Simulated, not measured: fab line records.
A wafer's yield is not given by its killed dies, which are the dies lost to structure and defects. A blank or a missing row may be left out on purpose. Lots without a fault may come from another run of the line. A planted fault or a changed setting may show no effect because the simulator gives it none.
The tool behind it: which one?	flow gf180mcu	13 lots, 39 wafers sampled, at 5 steps of a route of 602

== WHAT THE GAUGES SHOWED, per wafer ==
GF_STI_CD_MEAS_12: the cd target is 220 nm.
lot	measured	on	cd nm (nm)
L930	day 2 00:54	cd sem-01	220.8 220.8 220.4
L932	day 2 12:41	cd sem-02	219.3 220.9 220.1
L934	day 2 21:29	cd sem-02	219.7 219.7 218.9
L935	day 3 02:38	cd sem-01	217.5 217.7 217.1
L936	day 3 08:41	cd sem-02	219.0 218.7 218.6
L938	day 3 18:23	cd sem-01	218.8 218.6 218.1
L941	day 4 09:22	cd sem-02	219.4 219.9 219.2
L942	day 4 15:41	cd sem-02	219.7 220.3 220.6
L943	day 4 22:14	cd sem-02	223.1 223.0 222.4
L946	day 5 11:09	cd sem-01	220.7 221.8 220.7
L947	day 5 17:35	cd sem-02	218.9 219.1 218.5
L951	day 6 14:08	cd sem-01	219.2 220.1 219.7
L952	day 6 17:44	cd sem-01	219.9 220.1 219.4

GF_STI_THK_MEAS_30.
lot	measured	on	STI_OXIDATION_02_THK (nm)
L930	day 2 06:07	film metro-02	9.98 9.94 10.03
L932	day 2 17:13	film metro-04	10.03 9.93 9.89
L934	day 3 02:17	film metro-04	9.98 9.98 10.00
L935	day 3 06:59	film metro-02	9.78 9.65 9.84
L936	day 3 13:38	film metro-02	10.16 10.17 10.06
L938	day 3 22:44	film metro-01	9.61 9.57 9.69
L941	day 4 13:41	film metro-01	9.95 9.82 10.03
L942	day 4 21:53	film metro-04	10.16 10.10 10.18
L943	day 5 03:04	film metro-04	10.55 10.50 10.63
L946	day 5 20:18	film metro-04	9.66 9.66 9.60
L947	day 6 00:05	film metro-04	9.68 9.64 9.66
L951	day 6 21:03	film metro-02	9.66 9.70 9.68
L952	day 7 00:13	film metro-02	9.79 9.85 9.80

GF_LVPWELL_TW_MEAS_11.
lot	measured	on	LVPWELL_TW
L930	day 3 21:28	film metro-03	549 549 552
L932	day 4 08:29	film metro-04	565 564 562
L934	day 4 18:26	film metro-03	547 546 547
L935	day 4 23:47	film metro-03	549 546 547
L936	day 5 06:38	film metro-04	563 564 561
L938	day 5 17:17	film metro-04	557 562 562
L941	day 6 06:49	film metro-01	560 558 559
L942	day 6 16:25	film metro-01	559 560 559
L943	day 6 22:58	film metro-03	546 546 551
L946	day 7 18:00	film metro-04	564 561 562
L947	day 7 22:45	film metro-01	561 562 557
L951	day 8 21:12	film metro-03	549 549 550
L952	day 9 01:17	film metro-03	542 541 543

== WHICH TOOL RAN EACH LOT (tool, then ch and the chambers of the sampled wafers, then the start) ==
lot	GF_DNWELL_COAT_02	GF_DNWELL_STRIP_08
L930	litho track-03 ch 0, day 2 12:20	plasma asher-01 ch 0,1, day 2 18:52
L932	litho track-01 ch 0, day 2 22:44	plasma asher-04 ch 0,1, day 3 05:18
L934	litho track-03 ch 0, day 3 08:36	plasma asher-01 ch 0,1, day 3 15:21
L935	litho track-04 ch 0, day 3 12:54	plasma asher-02 ch 0,1, day 3 20:12
L936	litho track-03 ch 0, day 3 20:09	plasma asher-01 ch 0,1, day 4 03:00
L938	litho track-01 ch 0, day 4 04:56	plasma asher-04 ch 0,1, day 4 12:56
L941	litho track-04 ch 0, day 4 19:43	plasma asher-02 ch 0,1, day 5 02:37
L942	litho track-04 ch 0, day 5 04:09	plasma asher-01 ch 0,1, day 5 11:29
L943	litho track-04 ch 0, day 5 09:36	plasma asher-01 ch 0,1, day 5 17:23
L946	litho track-01 ch 0, day 6 03:18	plasma asher-01 ch 0,1, day 6 11:11
L947	litho track-01 ch 0, day 6 07:11	plasma asher-01 ch 0,1, day 6 15:05
L951	litho track-03 ch 0, day 7 04:24	plasma asher-01 ch 0,1, day 7 12:41
L952	litho track-01 ch 0, day 7 07:38	plasma asher-04 ch 0,1, day 7 15:51
- GF_DNWELL_COAT_02: resist thk 3000 nm.
- GF_DNWELL_STRIP_08: strips in O2/N2.

== AS READ BY THE TOOLS THEMSELVES (means over the sampled wafers that have a number; for cases with no such wafer, the mark the record gives instead) ==
GF_DNWELL_COAT_02.
lot	tool	chill plate temp C (C)	resist line temp C (C)
L930	litho track-03	22.89	23.03
L932	litho track-01	23.00	23.05
L934	litho track-03	23.07	22.95
L935	litho track-04	23.00	23.13
L936	litho track-03	22.98	22.96
L938	litho track-01	22.98	23.11
L941	litho track-04	22.90	22.93
L942	litho track-04	23.00	23.06
L943	litho track-04	23.08	22.95
L946	litho track-01	22.91	23.02
L947	litho track-01	23.06	22.94
L951	litho track-03	23.05	23.06
L952	litho track-01	22.98	23.06

GF_DNWELL_STRIP_08.
lot	tool	drypump motor current A (A)	heater power w (W)	oes product au (a.u.)	strip time to endpoint s (s)
L930	plasma asher-01	5.8	373	0.723	36.89
L932	plasma asher-04	5.6	295	0.725	36.86
L934	plasma asher-01	6.1	356	0.722	36.82
L935	plasma asher-02	5.1	337	0.726	37.04
L936	plasma asher-01	5.8	376	0.721	36.89
L938	plasma asher-04	5.4	306	0.723	36.78
L941	plasma asher-02	5.2	331	0.722	36.86
L942	plasma asher-01	5.8	382	0.721	35.71
L943	plasma asher-01	5.8	383	0.720	35.86
L946	plasma asher-01	6.1	359	0.720	37.13
L947	plasma asher-01	6.1	359	0.725	36.95
L951	plasma asher-01	6.1	358	0.722	36.71
L952	plasma asher-04	5.6	287	0.727	36.81

== THE ANSWER, worked out from the rows above alone ==
Rule: what is usual is taken from the lots themselves. The widest of any qualifying gaps counts: lots, ordered by their means at a reading, are off when they make up no more than a third of the lots, leave a main group of 4 or more, and stand apart from it by 3 or more times the standard deviation of that group's means. If all means in a main group match to the digits the tables above print for the reading, that group is not used. Also off: a lot with no number at a reading for which 4 or more lots have one. The other lots that the step has rows for count as sound. After the gauges, taken in route order, come the tools' own readings; for these a lot's mean is taken, as printed above. At the first step where some lot is off, the reading lying furthest off is the one used; lots without a number count as furthest.
Off, at GF_DNWELL_STRIP_08 on strip time to endpoint s: L942, L943. For the main group the mean is 36.89 s and the standard deviation 0.11.
If a tool, at that step or one of the process steps before it, ran each lot that is off and ran no sound lot following the first of them, it fits. One candidate fits, namely litho track-04 at GF_DNWELL_COAT_02. A fault onset in the window from L941 (day 4 19:43, its last sound lot) to L942 (day 5 04:09, its first lot off) fits.

== WHAT WAS PUT IN BY THE SIMULATOR ==
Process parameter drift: litho track-04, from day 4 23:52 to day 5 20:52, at GF_DNWELL_COAT_02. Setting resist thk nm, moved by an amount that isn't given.
Lots struck among those shown: L942, L943. Same finding as the rule above.
